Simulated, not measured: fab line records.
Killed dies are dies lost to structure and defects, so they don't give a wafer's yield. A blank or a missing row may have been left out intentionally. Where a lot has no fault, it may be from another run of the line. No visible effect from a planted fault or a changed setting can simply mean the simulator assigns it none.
Comparing a struck lot with a sound one -- flow sfq-line -- 21 out of 325 route steps
Sound: wafers L942.2, L942.5, L942.6. The struck wafers were L954.2, L954.4, L954.6. Last of all comes the cause.
For every step that has rows: the tool of each side, followed by ch and its chambers, followed by its first start. Under that, the readings that differ: sound wafers -- struck wafers -- difference of the means -- sigmas: that difference in standard deviations of wafers without a fault.
alike: readings whose means differ by less than 2 such deviations, and words and numbers that are the same on both sides. not compared: withheld readings, readings that some wafer has no value for, bounds like >300 that may hide the same value, and numbers for which the record gives no deviation and whose values overlap.
A row with sigmas, a row that says differs or no value, or rows on one side alone: a step with any of these is where the two part. Numbers that have no deviation but don't overlap get no sigmas and don't part them. Lack of a reading on every wafer of one side parts them only where that side has two or more wafers.

first, 1 step without rows for these wafers: SFQ_TRILAYER_JJ_TRILAYER_DEP_AL_OXIDATION_111 (oxidation time 600 s).
SFQ_TRILAYER_JJ_TRILAYER_DEP_SPUTTER_112: material Nb, target thk 170 nm, time 113.3 s.
  struck on pvd-sputter-06, day 50 20:52; sound on pvd-sputter-03, day 44 16:26
  alike: base-pressure-pa, throttle-valve-pct
SFQ_JJ_RS_MEAS_929: measurement is done with a four-point probe.
  struck on film-metro-03, day 50 20:58; sound on film-metro-02, day 44 16:32
  alike: JJ_NB_RS
then, 6 steps without rows for these wafers: SFQ_TRILAYER_JJ_CE_LITHO_COAT_119 (resist thk 62 nm); SFQ_TRILAYER_JJ_CE_LITHO_COAT_114 (resist thk 600 nm); SFQ_TRILAYER_JJ_CE_LITHO_SOFTBAKE_118; SFQ_TRILAYER_JJ_CE_LITHO_EXPOSE_115 (exposes mask J5, target cd 700 nm); SFQ_TRILAYER_JJ_CE_LITHO_PEB_117 (peb time 60 s); SFQ_TRILAYER_JJ_CE_LITHO_DEVELOP_116 (time 60 s).
-- the record jumps here: 5 days lie between the struck wafers' starts before and after --
SFQ_JJ_OVL_MEAS_931:
  struck on overlay-01, day 56 04:31; sound on overlay-02, day 49 21:04
  alike: J5_OVL
SFQ_TRILAYER_JJ_CE_METRO_MEASURE_117:
  struck on cd-sem-01, day 56 04:45; sound on cd-sem-02, day 49 21:18
  alike: cd-nm
SFQ_TRILAYER_JJ_CE_BARC_OPEN_RIE_150: chemistry O2, target BARC, target depth 240 nm, time 80 s.
  sound on rie-metal-04 ch 0,1, day 49 22:18; struck on rie-metal-02 ch 0,1, day 56 05:45
  no value came back on the struck wafers for any of 5 readings (bias-w (W), chamber-pressure-mTorr (mTorr) and others); on the sound wafers bias-w (W) reads 80.13 79.97 80.24
  not compared: rf-hours-counter-h
SFQ_TRILAYER_JJ_CE_ETCH_RIE_118: chemistry SF6, target Nb, stops on Al2O3, time 97.7 s, target depth 170 nm.
  sound on rie-metal-04 ch 0,1, day 49 22:23; struck on rie-metal-02 ch 0,1, day 56 05:50
reading,sound,struck,difference,sigmas
oes-product-au (a.u.),0.985 0.989 0.989,0.376 0.375 0.383,-0.610,-97
  alike: bias-w, chamber-pressure-mTorr, drypump-motor-current-A
  not compared: rf-hours-counter-h
then, 1 step without rows for these wafers: SFQ_TRILAYER_JJ_ANODIZE_ANODIZE_119.
SFQ_TRILAYER_JJ_CE_STRIP_STRIP_120: strips in O2.
  sound on rie-metal-02 ch 1, day 49 23:12; struck on rie-metal-01 ch 0,1, day 56 06:27
  alike: drypump-motor-current-A, oes-product-au
  not compared: rf-hours-counter-h
then, 4 steps without rows for these wafers: SFQ_TRILAYER_JJ_CE_STRIP_SOLV_CLEAN_121 (cleans in NMP, time 600 s); SFQ_TRILAYER_M5_LITHO_COAT_128 (resist thk 62 nm); SFQ_TRILAYER_M5_LITHO_COAT_123 (resist thk 600 nm); SFQ_TRILAYER_M5_LITHO_SOFTBAKE_127.
-- the record jumps here: 5 days lie between the struck wafers' starts before and after --
SFQ_TRILAYER_M5_LITHO_EXPOSE_124: exposes mask M5, target cd 700 nm.
  sound on krf-scanner-01 ch 0, day 55 09:13; struck on krf-scanner-02, day 61 13:04
  no value came back on the struck wafers for exposure-dose-mJ-cm2, focus-offset-nm (nm); on the sound wafers exposure-dose-mJ-cm2 reads 14.435 14.398 14.406
  alike: mask
then, 1 step without rows for these wafers: SFQ_TRILAYER_M5_LITHO_PEB_126 (peb time 60 s).

## WHERE THEY PART
Earliest at SFQ_TRILAYER_JJ_CE_BARC_OPEN_RIE_150; latest, in this record, at SFQ_TRILAYER_M5_LITHO_EXPOSE_124.

WHY: what the simulator had put in
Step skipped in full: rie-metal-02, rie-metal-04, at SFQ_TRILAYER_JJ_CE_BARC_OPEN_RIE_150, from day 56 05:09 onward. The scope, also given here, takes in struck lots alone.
